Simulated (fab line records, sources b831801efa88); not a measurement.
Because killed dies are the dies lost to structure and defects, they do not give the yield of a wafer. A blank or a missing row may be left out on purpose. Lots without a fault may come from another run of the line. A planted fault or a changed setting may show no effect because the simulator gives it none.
Chamber matching	flow gf180mcu	GF_V2_CMP_26 on cmp-02: 4 sister chambers
The step polishes, stops on SiO2, t overpolish 15 s, target thk 0 nm. 8 wafers are shown with their chamber, then 12 later ones without.

EACH WAFER AND ITS CHAMBER
wafer	chamber	motor-current-A (A)	time-to-endpoint-s (s)
L091.5	0	9.9	88
L091.6	1	11.4	81
L090.3	2	9.3	89
L090.4	1	11.6	84
L090.5	3	10.9	88
L092.4	0	9.5	93
L092.5	3	10.6	87
L092.6	2	8.8	85

WAFERS WHOSE CHAMBER IS MISSING
wafer	motor-current-A (A)	time-to-endpoint-s (s)
L093.2	10.7	92
L093.3	11.7	85
L093.5	11.0	94
L093.1	9.2	88
L093.4	9.8	96
L093.6	9.7	95
L096.1	11.7	80
L096.3	11.1	86
L096.4	8.9	87
L096.2	10.1	89
L096.5	10.4	84
L096.6	9.8	90

CHAMBER TAKEN BY EACH
wafer	from the rows above	in truth
L093.2	3	3
L093.3	1	1
L093.5	3	3
L093.1	can't be placed: 2 or 0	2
L093.4	0	0
L093.6	0	0
L096.1	1	1
L096.3	can't be placed: 3 or 1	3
L096.4	2	2
L096.2	can't be placed: 0 or 3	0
L096.5	can't be placed: 3 or 0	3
L096.6	0	0
8 of 12 placed correctly. Cannot be placed on the basis of these rows: 4; the candidates contain the true chamber in 4. 0 placed wrongly.
How it was worked out, from the rows above alone: a wafer's distance from a chamber is the root of the sum, over the readings, of the square of ((its reading less the chamber's mean) divided by the reading's scatter). If the next closest chamber is less than 2 further off than the closest, the wafer can't be placed; otherwise it belongs to the closest. For every chamber, the mean is computed from those of its wafers that are shown. The scatter is the square root of a quotient: the sum, over the shown wafers, of each reading's squared deviation from its chamber's mean, divided by wafers minus chambers.
